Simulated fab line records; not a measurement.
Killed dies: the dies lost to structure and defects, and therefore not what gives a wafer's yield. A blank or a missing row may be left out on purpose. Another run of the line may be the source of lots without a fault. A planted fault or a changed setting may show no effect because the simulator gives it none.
Tool commonality check || flow gf180mcu || Sampled: 14 lots, 42 wafers

WHAT PROMPTED THE OPENING
2 of 14 lots carry a flag on the reading VT_IMPLANT_2_TW at GF_VT_IMPLANT_TW_MEAS_21. No-fault wafers: 1221, standard deviation 19.
Rule: a lot is flagged when every wafer of it that has a number lies more than 4 standard deviations from that mean, or none has a number. All remaining lots are regarded as sound.

{"lot": "L810", "measured": "day 6 03:19", "on": "film metro-02", "VT_IMPLANT_2_TW, wafer by wafer": "1197 1204 1205", "flag": ""}
{"lot": "L812", "measured": "day 6 19:00", "on": "film metro-01", "VT_IMPLANT_2_TW, wafer by wafer": "1221 1226 1219", "flag": ""}
{"lot": "L813", "measured": "day 6 23:18", "on": "film metro-03", "VT_IMPLANT_2_TW, wafer by wafer": "1232 1251 1239", "flag": ""}
{"lot": "L814", "measured": "day 7 05:09", "on": "film metro-02", "VT_IMPLANT_2_TW, wafer by wafer": "1195 1198 1198", "flag": ""}
{"lot": "L815", "measured": "day 7 12:34", "on": "film metro-03", "VT_IMPLANT_2_TW, wafer by wafer": "1233 1231 1235", "flag": ""}
{"lot": "L816", "measured": "day 7 20:36", "on": "film metro-02", "VT_IMPLANT_2_TW, wafer by wafer": "1189 1199 1191", "flag": ""}
{"lot": "L817", "measured": "day 8 03:22", "on": "film metro-03", "VT_IMPLANT_2_TW, wafer by wafer": "1239 1242 1242", "flag": ""}
{"lot": "L818", "measured": "day 8 13:03", "on": "film metro-03", "VT_IMPLANT_2_TW, wafer by wafer": "1237 1242 1239", "flag": ""}
{"lot": "L820", "measured": "day 9 00:07", "on": "film metro-02", "VT_IMPLANT_2_TW, wafer by wafer": "1199 1195 1200", "flag": ""}
{"lot": "L823", "measured": "day 9 16:34", "on": "film metro-03", "VT_IMPLANT_2_TW, wafer by wafer": "1105 1107 1107", "flag": "FLAGGED"}
{"lot": "L824", "measured": "day 9 21:27", "on": "film metro-03", "VT_IMPLANT_2_TW, wafer by wafer": "1245 1235 1239", "flag": ""}
{"lot": "L825", "measured": "day 10 03:28", "on": "film metro-03", "VT_IMPLANT_2_TW, wafer by wafer": "1112 1101 1106", "flag": "FLAGGED"}
{"lot": "L830", "measured": "day 11 14:10", "on": "film metro-02", "VT_IMPLANT_2_TW, wafer by wafer": "1194 1196 1195", "flag": ""}
{"lot": "L831", "measured": "day 11 20:57", "on": "film metro-02", "VT_IMPLANT_2_TW, wafer by wafer": "1196 1201 1193", "flag": ""}
The numbers of the flagged lots are 1106 on average: -115 against the usual, or -6 standard deviations.

EACH LOT AND THE TOOL IT RAN ON
The record holds 1 process step before the reading, out of a route of 602 steps. In each cell: the tool, then ch and the chambers that the sampled wafers went through, then the start.
{"lot": "L810", "flag": "", "GF_VT_IMPLANT_IMPLANT_19": "implanter-02 ch 0, day 6 03:04"}
{"lot": "L812", "flag": "", "GF_VT_IMPLANT_IMPLANT_19": "implanter-02 ch 0, day 6 18:45"}
{"lot": "L813", "flag": "", "GF_VT_IMPLANT_IMPLANT_19": "implanter-02 ch 0, day 6 23:03"}
{"lot": "L814", "flag": "", "GF_VT_IMPLANT_IMPLANT_19": "implanter-01 ch 0, day 7 04:54"}
{"lot": "L815", "flag": "", "GF_VT_IMPLANT_IMPLANT_19": "implanter-04 ch 0, day 7 12:20"}
{"lot": "L816", "flag": "", "GF_VT_IMPLANT_IMPLANT_19": "implanter-01 ch 0, day 7 20:21"}
{"lot": "L817", "flag": "", "GF_VT_IMPLANT_IMPLANT_19": "implanter-04 ch 0, day 8 03:08"}
{"lot": "L818", "flag": "", "GF_VT_IMPLANT_IMPLANT_19": "implanter-04 ch 0, day 8 12:48"}
{"lot": "L820", "flag": "", "GF_VT_IMPLANT_IMPLANT_19": "implanter-02 ch 0, day 8 23:52"}
{"lot": "L823", "flag": "FLAGGED", "GF_VT_IMPLANT_IMPLANT_19": "implanter-02 ch 0, day 9 16:19"}
{"lot": "L824", "flag": "", "GF_VT_IMPLANT_IMPLANT_19": "implanter-01 ch 0, day 9 21:12"}
{"lot": "L825", "flag": "FLAGGED", "GF_VT_IMPLANT_IMPLANT_19": "implanter-02 ch 0, day 10 03:15"}
{"lot": "L830", "flag": "", "GF_VT_IMPLANT_IMPLANT_19": "implanter-01 ch 0, day 11 13:55"}
{"lot": "L831", "flag": "", "GF_VT_IMPLANT_IMPLANT_19": "implanter-01 ch 0, day 11 20:42"}
What is done by these steps:
- GF_VT_IMPLANT_IMPLANT_19
- GF_VT_IMPLANT_TW_MEAS_21

FLAGGED AGAINST TOTAL, ONE TOOL AT A TIME (gauges that did the reading follow at the end)
{"step": "GF_VT_IMPLANT_IMPLANT_19", "tool": "implanter-01", "lots run": 5, "flagged": 0, "share of the flagged lots": "none", "sound lots run after its first flagged lot": "-"}
{"step": "GF_VT_IMPLANT_IMPLANT_19", "tool": "implanter-02", "lots run": 6, "flagged": 2, "share of the flagged lots": "all", "sound lots run after its first flagged lot": 0}
{"step": "GF_VT_IMPLANT_IMPLANT_19", "tool": "implanter-04", "lots run": 3, "flagged": 0, "share of the flagged lots": "none", "sound lots run after its first flagged lot": "-"}
{"step": "GF_VT_IMPLANT_TW_MEAS_21", "tool": "film metro-01", "lots run": 1, "flagged": 0, "share of the flagged lots": "none", "sound lots run after its first flagged lot": "-"}
{"step": "GF_VT_IMPLANT_TW_MEAS_21", "tool": "film metro-02", "lots run": 6, "flagged": 0, "share of the flagged lots": "none", "sound lots run after its first flagged lot": "-"}
{"step": "GF_VT_IMPLANT_TW_MEAS_21", "tool": "film metro-03", "lots run": 7, "flagged": 2, "share of the flagged lots": "all", "sound lots run after its first flagged lot": "1 (L824)"}

WHAT IS ALLOWED BY THE TABLE
Every flagged lot went through 2 rows of the table: implanter-02 at GF_VT_IMPLANT_IMPLANT_19 and film metro-03 at GF_VT_IMPLANT_TW_MEAS_21.
- implanter-02 at GF_VT_IMPLANT_IMPLANT_19 ran 6 lots, 2 of them flagged. Its last sound lot is L820 (day 8 23:52), its first flagged lot L823 (day 9 16:19): a fault that began between those two fits. Its own readings (tilt deg) fall more than 4 standard deviations out on all wafers of the flagged lots.
- film metro-03 at GF_VT_IMPLANT_TW_MEAS_21 ran 7 lots, 2 of them flagged. Sound lots followed the first flagged one (L824) on it, something a lasting fault affecting the whole tool could not allow.
Just one tool remains: implanter-02 at GF_VT_IMPLANT_IMPLANT_19.

WHAT WAS PUT IN BY THE SIMULATOR
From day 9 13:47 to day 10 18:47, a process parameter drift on implanter-02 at GF_VT_IMPLANT_IMPLANT_19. From 7, the setting tilt deg moved by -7. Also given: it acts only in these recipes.
Lots struck among those shown: L823, L825. The rule above reached the same finding.
